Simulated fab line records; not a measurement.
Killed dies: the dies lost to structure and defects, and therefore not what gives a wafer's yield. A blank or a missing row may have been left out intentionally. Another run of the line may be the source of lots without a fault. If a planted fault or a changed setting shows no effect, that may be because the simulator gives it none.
fab line records    flow sky130
[record] lots = 14  wafers = 42  lastDay = 49
route steps=708 shown METAL2@495 PAD_OPEN@708
lots untouched by any fault: they come from a run of this same line in which no faults occurred
startH: hours from the record's opening day to when the first of the lot's shown wafers began    waitH: how many hours have passed since the lot's step before this one    " unchanged from the row above    L1.1+2: one row covering several wafers at once    - either no value or no given start    * or withheld: withheld    < > ~ a bound
route shown NAME@n: a module of which the file shows steps, and the number in the route of the first    usual: the fault-free wafers' mean and standard deviation    same: alike in all rows    chamber/n: place in a boat    sites: readings site by site    _std_site: standard deviation across them    _edge_site: inner sites' mean taken away from outer sites' mean    radiusMm: how far each site lies from the wafer's centre    mask NAME#n: copy n    behind: the most recent tool/chamber to have shaped the wafer    hold: the reason the lot was held/the length of the hold in hours/how it ended    device: which transistor (n, p or np) failed to switch    end of line: the route-end tests of the same wafers    a step given without rows: its recipe and nothing more    killed: the dies lost at the first sort to structure and to defects; this is not the yield of the wafer    map: a wafer's dies, marking killed ones x, the rest . and places with no die _
set.NAME: the setting as run; set.NAME@STEP: as run at that earlier step    model.NAME: the simulator's own value behind a step, which no gauge read
the route's steps for a sample of lots (tables are steps, rows are wafers)
services: the hour from which a tool's chamber was out of use, counted from the record's first day as startH (under 0 if before that day), plus the number of hours and why
[[steps]]
[step SKY_METAL2_EXPOSE_12]
[recipe] maskId = MM2  na = 0.8  sourceShape = annular  sigmaInner = 0.55  sigmaOuter = 0.85  targetCdNm = 140  doseMj = 28
[same] sigmaOuter = 0.85
lot.wafer   tool           chamber  startH  waitH  mask
L994.4+5+6  krfScanner-02  0        804.76  -      MM2#0
L996.1+5+6  krfScanner-02  0        818.15  -      MM2#0
L995.1+4+5  krfScanner-02  0        820.62  -      MM2#0
L997.1+3+5  krfScanner-01  0        831.10  -      MM2#0
L998.2+4+5  krfScanner-02  0        834.62  -      MM2#0
L999.2+4+5  krfScanner-01  0        853.12  -      MM2#0
L100.1+3+5  krfScanner-02  0        857.65  -      MM2#0
L101.2+3+4  krfScanner-01  0        863.04  -      MM2#0
L102.3+4+6  krfScanner-02  0        874.54  -      MM2#0
L103.1+2+3  krfScanner-02  0        879.35  -      MM2#0
L104.2+3+6  krfScanner-02  0        881.85  -      MM2#0
L105.2+3+4  krfScanner-02  0        892.12  -      MM2#0
L111.1+4+6  krfScanner-01  0        935.86  -      MM2#0
L113.2+4+5  krfScanner-01  0        945.72  -      MM2#0
[step SKY_METAL2_CD_MEAS_15]
[recipe] targetCdNm = 140
[usual] cdNm = 139.6/1.5
lot.wafer  tool      chamber  startH  waitH  cdNm
L994.4     cdSem-02  -        817.68  -      139.5
L994.5     "         -        "       "      139.9
L994.6     "         -        "       "      138.6
L996.1     cdSem-01  -        831.50  -      139.4
L996.5     "         -        "       "      139.6
L996.6     "         -        "       "      140.6
L995.1     cdSem-02  -        833.68  -      139.1
L995.4     "         -        "       "      138.5
L995.5     "         -        "       "      137.7
L997.1     cdSem-01  -        843.77  -      138.3
L997.3     "         -        "       "      139.3
L997.5     "         -        "       "      138.1
L998.2     cdSem-02  -        848.05  -      139.2
L998.4     "         -        "       "      139.2
L998.5     "         -        "       "      139.6
L999.2     cdSem-01  -        865.62  -      137.7
L999.4     "         -        "       "      136.5
L999.5     "         -        "       "      137.6
L100.1     cdSem-02  -        870.43  -      140.6
L100.3     "         -        "       "      139.9
L100.5     "         -        "       "      140.6
L101.2     cdSem-01  -        875.97  -      140.4
L101.3     "         -        "       "      140.3
L101.4     "         -        "       "      140.2
L102.3     cdSem-02  -        887.17  -      139.6
L102.4     "         -        "       "      140.4
L102.6     "         -        "       "      139.8
L103.1     cdSem-02  -        891.93  -      141.9
L103.2     "         -        "       "      142.1
L103.3     "         -        "       "      141.4
L104.2     cdSem-01  -        894.27  -      140.5
L104.3     "         -        "       "      142.3
L104.6     "         -        "       "      143.1
L105.2     cdSem-01  -        904.37  -      138.1
L105.3     "         -        "       "      138.5
L105.4     "         -        "       "      139.1
L111.1     cdSem-01  -        948.13  -      137.9
L111.4     "         -        "       "      138.4
L111.6     "         -        "       "      58.4
L113.2     cdSem-02  -        957.12  -      141.4
L113.4     "         -        "       "      140.6
L113.5     "         -        "       "      58.8
[step SKY_PAD_OPEN_PROBE_99]
[usual] defectLimitedYield = 82.8/2  killed_at_M0_to_M3 = 42/7.3  killed_at_M4_up = 3.2/1.8  killedAtContacts = 25/5.2  killedAtFrontEnd = 15/4.6  killedAtOther = 0.3/0.62  killedDies = 85/9.9  killedOnRim = 17/3.9  killedOpen = 46/7.1  killedShort = 38/5.7  sort_bin_3_pad_short = 0.9/0.42  sort_bin_5_function = 10.0/1.5  sort_bin_6_memory = 6.3/1.2  sortNPass = 407/9.9  sortYieldPct = 82.8/2
[same] grossDies = 492  killedAtBackSide = 0  sort_bin_4_leakage[%] = 0  sort_bin_8_speed[%] = 0
lot.wafer  tool       chamber  startH   waitH  defectLimitedYield[%]  killed_at_M0_to_M3  killed_at_M4_up  killedAtContacts  killedAtFrontEnd  killedAtOther  killedDies  killedOnRim  killedOpen  killedShort  sort_bin_3_pad_short[%]  sort_bin_5_function[%]  sort_bin_6_memory[%]  sortNPass  sortYieldPct[%]
L105.2     prober-01  -        1140.53  0.1    81.1                   43                  2                27                21                0              93          18           49          44           1.2                      11.4                    6.3                   399        81.1
L105.3     prober-01  -        1140.58  0.2    81.3                   40                  3                31                18                0              92          32           56          36           2.2                      11.4                    5.1                   400        81.3
L105.4     prober-01  -        1140.63  0.2    82.1                   48                  4                22                13                1              88          18           45          43           1.0                      11.2                    5.7                   404        82.1
L111.1     prober-01  -        1173.78  0.1    82.1                   36                  3                28                21                0              88          18           50          38           1.2                      9.6                     7.1                   404        82.1
L111.4     prober-01  -        1173.93  0.2    81.1                   50                  7                25                11                0              93          22           51          42           1.6                      8.9                     8.3                   399        81.1
L111.6     prober-01  -        1174.03  0.2    0                      442                 7                30                13                0              492         96           46          47           0.6                      92.7                    6.7                   0          0
L113.2     prober-01  -        1180.64  0.1    82.7                   38                  2                29                16                0              85          14           48          37           1.2                      9.3                     6.7                   407        82.7
L113.4     prober-01  -        1180.74  0.2    83.5                   35                  3                23                20                0              81          17           43          38           0.8                      10.2                    5.5                   411        83.5
L113.5     prober-01  -        1180.79  0.2    0                      453                 4                20                14                1              492         96           42          35           0.6                      93.1                    6.3                   0          0
// killed by level:class
L105.2 VIA1:geometricParticle:open=10 CONTACT:geometricParticle:open=9 FIELD_ISO:geometricParticle:open=7 VIA2:geometricParticle:open=7 LI_CONTACT:geometricParticle:open=6 LOCAL_INTERCONNECT:geometricParticle:short=6 METAL1:geometricParticle:short=6 FIELD_ISO:geometricParticle:short=5
L105.3 VIA1:geometricParticle:open=14 LI_CONTACT:geometricParticle:open=9 CONTACT:geometricParticle:open=9 CONTACT:geometricParticle:short=6 METAL1:geometricParticle:short=5 FIELD_ISO:geometricParticle:open=4 VIA1:geometricParticle:short=4 POLY_GATE:geometricParticle:short=4
L105.4 VIA1:geometricParticle:open=11 LI_CONTACT:geometricParticle:open=9 CONTACT:geometricParticle:short=6 METAL1:geometricParticle:short=6 METAL2:geometricParticle:short=6 VIA2:geometricParticle:open=6 POLY_GATE:geometricParticle:open=4 VIA3:geometricParticle:open=4
L111.1 CONTACT:geometricParticle:open=11 LI_CONTACT:geometricParticle:open=7 VIA1:geometricParticle:open=7 POLY_GATE:geometricParticle:open=5 POLY_GATE:geometricParticle:short=5 CONTACT:geometricParticle:short=5 METAL2:geometricParticle:short=5 VIA3:geometricParticle:open=5
L111.4 VIA1:geometricParticle:open=12 CONTACT:geometricParticle:open=10 METAL1:geometricParticle:short=10 LI_CONTACT:geometricParticle:open=8 FIELD_ISO:geometricParticle:open=6 VIA3:geometricParticle:open=6 METAL4:geometricParticle:short=6 LOCAL_INTERCONNECT:geometricParticle:short=5
L111.6 METAL2:areaExpose=399 LI_CONTACT:geometricParticle:open=9 CONTACT:geometricParticle:open=8 VIA1:geometricParticle:open=8 METAL2:geometricParticle:short=7 POLY_GATE:geometricParticle:open=6 LOCAL_INTERCONNECT:geometricParticle:short=6 VIA3:geometricParticle:open=6
L113.2 LI_CONTACT:geometricParticle:open=10 VIA1:geometricParticle:open=8 CONTACT:geometricParticle:open=7 VIA1:geometricParticle:short=6 VIA2:geometricParticle:open=6 FIELD_ISO:geometricParticle:short=5 FIELD_ISO:geometricParticle:open=5 METAL2:geometricParticle:short=5
L113.4 CONTACT:geometricParticle:open=10 VIA1:geometricParticle:open=7 FIELD_ISO:geometricParticle:open=6 VIA3:geometricParticle:open=6 POLY_GATE:geometricParticle:open=5 LOCAL_INTERCONNECT:geometricParticle:short=5 CONTACT:geometricParticle:short=4 METAL2:geometricParticle:short=4
L113.5 METAL2:areaExpose=413 VIA1:geometricParticle:open=9 METAL2:geometricParticle:short=8 VIA3:geometricParticle:open=6 CONTACT:geometricParticle:open=5 POLY_GATE:geometricParticle:open=4 LOCAL_INTERCONNECT:geometricParticle:open=4 LOCAL_INTERCONNECT:geometricParticle:short=4
[[services]]
tool           chamber  startH  hours  kind
krfScanner-01  -        804.42  19.0   repair
krfScanner-01  -        823.44  1.3    pm
krfScanner-02  0        831.16  -      calibration
krfScanner-02  -        838.53  1.3    pm
krfScanner-02  -        864.86  1.0    pm
krfScanner-01  -        896.00  0.8    pm
krfScanner-01  -        913.66  1.0    pm
krfScanner-01  0        916.93  -      calibration
krfScanner-01  -        928.39  2.1    repair
krfScanner-02  -        943.64  0.8    pm
[[key]]
[firstSign] step = SKY_METAL2_CD_MEAS_15  reading = cdNm  direction = down  sigmas = 55  usual = 139.6  struck = 58.6
[effect] step = SKY_PAD_OPEN_PROBE_99  reading = killed_at_M0_to_M3  direction = up  sigmas = 56  usual = 42  struck = 448
[moreKillsBornAt] SKY_METAL2_EXPOSE_12@krfScanner-01 = 812
metAt SKY_METAL2_EXPOSE_12
struckLots L111,L113
struckWafers L111.6,L113.5
laterRowsLeftOut L111.6,L113.5
onsetBetween 863.04 935.86
[fault] kind = processParameterDrift  tool = krfScanner-01  chamber = -  onsetH = 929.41  steps = SKY_METAL2_EXPOSE_12  channel = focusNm  offset = 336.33  shape = step  endH = 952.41  scope = struckWafersOnly
// laterRowsLeftOut: the simulator's readings of these wafers behind a module that went badly wrong aren't trusted and aren't shown, but for the sort
